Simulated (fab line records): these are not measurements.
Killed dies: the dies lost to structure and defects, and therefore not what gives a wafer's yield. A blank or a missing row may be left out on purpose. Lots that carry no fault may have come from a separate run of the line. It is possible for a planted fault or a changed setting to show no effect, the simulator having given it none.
What tool caused it? :: flow gf180mcu :: 12 lots, 34 wafers sampled, at 6 steps of a route of 602

## WHAT THE GAUGES READ, wafer by wafer
GF_V2_OVL_MEAS_15. Usual: V2_OVL typically reads -2 nm, with standard deviation 5.9.
lot: L704
measured: day 20 22:36
on: overlay-02
V2_OVL (nm): -3 -3 -3
flag: 

lot: L705
measured: day 21 03:25
on: overlay-01
V2_OVL (nm): -4 8 3
flag: 

lot: L712
measured: day 23 23:43
on: overlay-01
V2_OVL (nm): -7 -6
flag: 

lot: L713
measured: day 24 05:35
on: overlay-02
V2_OVL (nm): 2 1 2
flag: 

lot: L714
measured: day 24 17:18
on: overlay-01
V2_OVL (nm): -10 -13
flag: 

lot: L715
measured: day 25 08:44
on: overlay-02
V2_OVL (nm): 5 -2 -4
flag: 

lot: L716
measured: day 26 01:05
on: overlay-01
V2_OVL (nm): 4 4 6
flag: 

lot: L719
measured: day 26 08:56
on: overlay-01
V2_OVL (nm): -7 -3 -5
flag: 

lot: L722
measured: day 26 20:50
on: overlay-02
V2_OVL (nm): 3 5 12
flag: 

lot: L723
measured: day 27 02:50
on: overlay-01
V2_OVL (nm): -5 -12 -15
flag: 

lot: L725
measured: day 27 15:33
on: overlay-02
V2_OVL (nm): 1 -4 2
flag: 

lot: L726
measured: day 27 19:22
on: overlay-01
V2_OVL (nm): -5 -6 -14
flag: 

GF_M4_RS_MEAS_05: the measuring method here is four-point-probe. Usual: M4_ALCU_RS typically reads 0.0694 ohm/sq, with standard deviation 0.00095.
lot: L704
measured: day 23 02:52
on: filmMetro-02
M4_ALCU_RS (ohm/sq): 0.0700 0.0696 0.0691
flag: 

lot: L705
measured: day 23 07:38
on: filmMetro-03
M4_ALCU_RS (ohm/sq): 0.0690 0.0698 0.0701
flag: 

lot: L712
measured: day 26 00:05
on: filmMetro-04
M4_ALCU_RS (ohm/sq): 0.0495 0.0505
flag: OFF

lot: L713
measured: day 26 04:54
on: filmMetro-03
M4_ALCU_RS (ohm/sq): 0.0695 0.0503 0.0687
flag: OFF

lot: L714
measured: day 26 15:44
on: filmMetro-04
M4_ALCU_RS (ohm/sq): 0.0687 0.0491
flag: OFF

lot: L715
measured: day 27 06:19
on: filmMetro-04
M4_ALCU_RS (ohm/sq): 0.0692 0.0695 0.0700
flag: 

lot: L716
measured: day 27 22:19
on: filmMetro-03
M4_ALCU_RS (ohm/sq): 0.0697 0.0698 0.0705
flag: 

lot: L719
measured: day 28 05:29
on: filmMetro-03
M4_ALCU_RS (ohm/sq): 0.0711 0.0706 0.0708
flag: 

lot: L722
measured: day 28 17:48
on: filmMetro-03
M4_ALCU_RS (ohm/sq): 0.0699 0.0709 0.0700
flag: 

lot: L723
measured: day 28 22:01
on: filmMetro-03
M4_ALCU_RS (ohm/sq): 0.0702 0.0689 0.0687
flag: 

lot: L725
measured: day 29 09:56
on: filmMetro-03
M4_ALCU_RS (ohm/sq): 0.0703 0.0705 0.0698
flag: 

lot: L726
measured: day 29 13:27
on: filmMetro-04
M4_ALCU_RS (ohm/sq): 0.0705 0.0699 0.0683
flag: 

GF_M4_THK_MEAS_06: measures by xrf. Usual: M4_ALCU_THK typically reads 449 nm, with standard deviation 6.3.
lot: L704
measured: day 23 02:59
on: filmMetro-02
M4_ALCU_THK (nm): 442 442 447
flag: 

lot: L705
measured: day 23 07:44
on: filmMetro-03
M4_ALCU_THK (nm): 456 449 444
flag: 

lot: L712
measured: day 26 00:12
on: filmMetro-04
M4_ALCU_THK (nm): 629 613
flag: OFF

lot: L713
measured: day 26 05:01
on: filmMetro-03
M4_ALCU_THK (nm): 450 617 454
flag: OFF

lot: L714
measured: day 26 15:49
on: filmMetro-04
M4_ALCU_THK (nm): 453 635
flag: OFF

lot: L715
measured: day 27 06:26
on: filmMetro-04
M4_ALCU_THK (nm): 447 449 445
flag: 

lot: L716
measured: day 27 22:26
on: filmMetro-03
M4_ALCU_THK (nm): 448 449 443
flag: 

lot: L719
measured: day 28 05:37
on: filmMetro-03
M4_ALCU_THK (nm): 439 442 441
flag: 

lot: L722
measured: day 28 17:55
on: filmMetro-03
M4_ALCU_THK (nm): 449 444 448
flag: 

lot: L723
measured: day 28 22:08
on: filmMetro-03
M4_ALCU_THK (nm): 444 450 452
flag: 

lot: L725
measured: day 29 10:04
on: filmMetro-03
M4_ALCU_THK (nm): 445 443 448
flag: 

lot: L726
measured: day 29 13:33
on: filmMetro-04
M4_ALCU_THK (nm): 442 444 456
flag: 

## WHAT TOOL EACH LOT RAN ON (gives the tool, then ch and the chambers of the sampled wafers, and finally the start)
lot: L704
GF_V3_ETCH_16: rieDiel-03 ch 0,1,2, day 23 01:16
GF_V3_SPUTTER_21: pvdSputter-03, day 23 01:58
GF_M4_SPUTTER_02: pvdSputter-01, day 23 02:47

lot: L705
GF_V3_ETCH_16: rieDiel-03 ch 1,2,3, day 23 06:01
GF_V3_SPUTTER_21: pvdSputter-01, day 23 06:41
GF_M4_SPUTTER_02: pvdSputter-02, day 23 07:31

lot: L712
GF_V3_ETCH_16: rieDiel-02 ch 0,1, day 25 22:29
GF_V3_SPUTTER_21: pvdSputter-01, day 25 23:10
GF_M4_SPUTTER_02: pvdSputter-02, day 25 23:59

lot: L713
GF_V3_ETCH_16: rieDiel-02 ch 1,2, day 26 03:19
GF_V3_SPUTTER_21: pvdSputter-01, day 26 03:59
GF_M4_SPUTTER_02: pvdSputter-02, day 26 04:49

lot: L714
GF_V3_ETCH_16: rieDiel-04 ch 0,3, day 26 14:05
GF_V3_SPUTTER_21: pvdSputter-02, day 26 14:46
GF_M4_SPUTTER_02: pvdSputter-02, day 26 15:35

lot: L715
GF_V3_ETCH_16: rieDiel-03 ch 0,1,3, day 27 04:43
GF_V3_SPUTTER_21: pvdSputter-02, day 27 05:23
GF_M4_SPUTTER_02: pvdSputter-04, day 27 06:13

lot: L716
GF_V3_ETCH_16: rieDiel-02 ch 1,2, day 27 20:44
GF_V3_SPUTTER_21: pvdSputter-02, day 27 21:25
GF_M4_SPUTTER_02: pvdSputter-01, day 27 22:14

lot: L719
GF_V3_ETCH_16: rieDiel-03 ch 1,2,3, day 28 03:55
GF_V3_SPUTTER_21: pvdSputter-02, day 28 04:34
GF_M4_SPUTTER_02: pvdSputter-01, day 28 05:24

lot: L722
GF_V3_ETCH_16: rieDiel-03 ch 1,2,3, day 28 16:11
GF_V3_SPUTTER_21: pvdSputter-03, day 28 16:53
GF_M4_SPUTTER_02: pvdSputter-01, day 28 17:43

lot: L723
GF_V3_ETCH_16: rieDiel-04 ch 0,1,3, day 28 20:26
GF_V3_SPUTTER_21: pvdSputter-01, day 28 21:06
GF_M4_SPUTTER_02: pvdSputter-04, day 28 21:55

lot: L725
GF_V3_ETCH_16: rieDiel-03 ch 0,2,3, day 29 08:22
GF_V3_SPUTTER_21: pvdSputter-02, day 29 09:01
GF_M4_SPUTTER_02: pvdSputter-01, day 29 09:51

lot: L726
GF_V3_ETCH_16: rieDiel-02 ch 0,1, day 29 11:50
GF_V3_SPUTTER_21: pvdSputter-01, day 29 12:30
GF_M4_SPUTTER_02: pvdSputter-02, day 29 13:19
- GF_V3_ETCH_16: etches BARC in N2/H2.
- GF_V3_SPUTTER_21: material Ti, target thk 15 nm, time 80.02 s.
- GF_M4_SPUTTER_02: material AlCu, target thk 450 nm, time 23.9 s.

## WHAT THE TOOLS THEMSELVES READ (means of the sampled wafers that have a number; where no wafer has one, the mark that the record gives instead)
GF_V3_ETCH_16. Usual: drypumpMotorCurrentA 5.6 A, standard deviation 0.44; oesProductAu 0.856 a.u., standard deviation 0.005; throttleValvePct 13.225 %, standard deviation 0.0097.
lot: L704
tool: rieDiel-03
drypumpMotorCurrentA (A): 6.0
oesProductAu (a.u.): 0.855
throttleValvePct (%): 13.211
flag: 

lot: L705
tool: rieDiel-03
drypumpMotorCurrentA (A): 5.6
oesProductAu (a.u.): 0.856
throttleValvePct (%): 13.225
flag: 

lot: L712
tool: rieDiel-02
drypumpMotorCurrentA (A): 5.3
oesProductAu (a.u.): 0.857
throttleValvePct (%): 13.237
flag: 

lot: L713
tool: rieDiel-02
drypumpMotorCurrentA (A): 5.7
oesProductAu (a.u.): 0.855
throttleValvePct (%): 13.235
flag: 

lot: L714
tool: rieDiel-04
drypumpMotorCurrentA (A): 5.7
oesProductAu (a.u.): 0.854
throttleValvePct (%): 13.226
flag: 

lot: L715
tool: rieDiel-03
drypumpMotorCurrentA (A): 5.9
oesProductAu (a.u.): 0.859
throttleValvePct (%): 13.230
flag: 

lot: L716
tool: rieDiel-02
drypumpMotorCurrentA (A): 5.5
oesProductAu (a.u.): 0.858
throttleValvePct (%): 13.233
flag: 

lot: L719
tool: rieDiel-03
drypumpMotorCurrentA (A): 5.6
oesProductAu (a.u.): 0.856
throttleValvePct (%): 13.227
flag: 

lot: L722
tool: rieDiel-03
drypumpMotorCurrentA (A): 5.6
oesProductAu (a.u.): 0.857
throttleValvePct (%): 13.216
flag: 

lot: L723
tool: rieDiel-04
drypumpMotorCurrentA (A): 5.5
oesProductAu (a.u.): 0.855
throttleValvePct (%): 13.216
flag: 

lot: L725
tool: rieDiel-03
drypumpMotorCurrentA (A): 5.8
oesProductAu (a.u.): 0.859
throttleValvePct (%): 13.219
flag: 

lot: L726
tool: rieDiel-02
drypumpMotorCurrentA (A): 5.2
oesProductAu (a.u.): 0.856
throttleValvePct (%): 13.225
flag: 

GF_V3_SPUTTER_21. Usual: 30.0 % for throttleValvePct, sd 1.4.
lot: L704
tool: pvdSputter-03
throttleValvePct (%): 30.5
flag: 

lot: L705
tool: pvdSputter-01
throttleValvePct (%): 30.8
flag: 

lot: L712
tool: pvdSputter-01
throttleValvePct (%): 30.8
flag: 

lot: L713
tool: pvdSputter-01
throttleValvePct (%): 29.8
flag: 

lot: L714
tool: pvdSputter-02
throttleValvePct (%): 29.9
flag: 

lot: L715
tool: pvdSputter-02
throttleValvePct (%): 29.5
flag: 

lot: L716
tool: pvdSputter-02
throttleValvePct (%): 29.3
flag: 

lot: L719
tool: pvdSputter-02
throttleValvePct (%): 29.1
flag: 

lot: L722
tool: pvdSputter-03
throttleValvePct (%): 30.5
flag: 

lot: L723
tool: pvdSputter-01
throttleValvePct (%): 29.5
flag: 

lot: L725
tool: pvdSputter-02
throttleValvePct (%): 30.6
flag: 

lot: L726
tool: pvdSputter-01
throttleValvePct (%): 30.4
flag: 

GF_M4_SPUTTER_02. Usual: 29.7 % for throttleValvePct, sd 1.5.
lot: L704
tool: pvdSputter-01
throttleValvePct (%): 30.5
flag: 

lot: L705
tool: pvdSputter-02
throttleValvePct (%): 30.6
flag: 

lot: L712
tool: pvdSputter-02
throttleValvePct (%): 30.0
flag: 

lot: L713
tool: pvdSputter-02
throttleValvePct (%): 30.7
flag: 

lot: L714
tool: pvdSputter-02
throttleValvePct (%): 29.6
flag: 

lot: L715
tool: pvdSputter-04
throttleValvePct (%): 29.2
flag: 

lot: L716
tool: pvdSputter-01
throttleValvePct (%): 28.6
flag: 

lot: L719
tool: pvdSputter-01
throttleValvePct (%): 29.0
flag: 

lot: L722
tool: pvdSputter-01
throttleValvePct (%): 29.4
flag: 

lot: L723
tool: pvdSputter-04
throttleValvePct (%): 29.6
flag: 

lot: L725
tool: pvdSputter-01
throttleValvePct (%): 29.5
flag: 

lot: L726
tool: pvdSputter-02
throttleValvePct (%): 29.2
flag: 

## THE ANSWER, worked out from the rows above alone
Rule: a lot is off if the mean of its wafers that have a number lies more than 3 standard deviations from the usual mean. Also off: a lot with no number at a reading for which 4 or more lots have one. Any other lot the step has rows for is counted as sound. First the gauges in route order, then the tools' own readings, where a lot's mean is used as printed above. The first step at which some lot is off is used, and at that step the reading that is off furthest; a lot without a number counts as furthest.
Off: at GF_M4_RS_MEAS_05 (M4_ALCU_RS), L712, L713, L714.
If a tool, at a process step before that reading, ran all the lots that are off and no sound lot after the first of them, it fits. Gauges at GF_M4_RS_MEAS_05: tried the same way as those tools. Not one of the candidates tried fits.

## WHAT THE SIMULATOR HAD PUT IN
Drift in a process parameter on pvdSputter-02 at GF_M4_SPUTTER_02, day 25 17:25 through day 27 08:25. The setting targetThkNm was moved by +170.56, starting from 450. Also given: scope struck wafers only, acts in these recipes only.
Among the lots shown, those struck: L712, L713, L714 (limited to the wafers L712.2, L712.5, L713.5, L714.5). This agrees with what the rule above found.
